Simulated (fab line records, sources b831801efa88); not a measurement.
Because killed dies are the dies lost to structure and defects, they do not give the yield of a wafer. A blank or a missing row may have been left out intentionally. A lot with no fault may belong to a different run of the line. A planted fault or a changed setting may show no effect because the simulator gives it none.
Matching of chambers ; flow gf180mcu ; GF_CONTACT_CVD_00 on hdpcvd-01: 3 sister chambers
The step deposits SiO2, target thk 300 nm, time 50 s. 6 wafers are shown with their chamber, then 7 later ones without.

WAFERS WITH THEIR CHAMBER
wafer;chamber;sih4-flow-sccm (sccm);susceptor-temp-C (C)
L778.4;0;59.89;399.82
L779.1;1;60.12;400.21
L779.2;2;59.92;400.12
L779.6;0;59.55;399.84
L787.2;2;60.11;399.71
L787.3;1;60.07;400.19

WAFERS WITH NO CHAMBER GIVEN
wafer;sih4-flow-sccm (sccm);susceptor-temp-C (C)
L787.4;60.06;399.74
L789.2;59.78;399.72
L789.4;60.15;399.94
L789.6;60.10;399.66
L791.1;59.97;399.91
L791.4;60.03;399.71
L791.6;60.05;399.87

WHICH CHAMBER EACH WENT THROUGH
wafer;from the rows above;in truth
L787.4;can't be placed: 2 or 0 or 1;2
L789.2;can't be placed: 0 or 2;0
L789.4;can't be placed: 2 or 1 or 0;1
L789.6;can't be placed: 2 or 0 or 1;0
L791.1;can't be placed: 2 or 0 or 1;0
L791.4;can't be placed: 2 or 0 or 1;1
L791.6;can't be placed: 2 or 1 or 0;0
Correct placement for 0 of the 7. Cannot be placed on the basis of these rows: 7; the candidates contain the true chamber in 7. Placed wrongly: 0.
How it was worked out, from the rows above alone: a wafer's distance from a chamber is the root of the sum, over the readings, of the square of ((its reading less the chamber's mean) divided by the reading's scatter). If the next closest chamber is less than 2 further off than the closest, the wafer can't be placed; otherwise it belongs to the closest. For every chamber, the mean is computed from those of its wafers that are shown. The scatter: take each reading less its chamber's mean, square it, sum over the shown wafers, divide by the number of wafers less the number of chambers, and take the root.
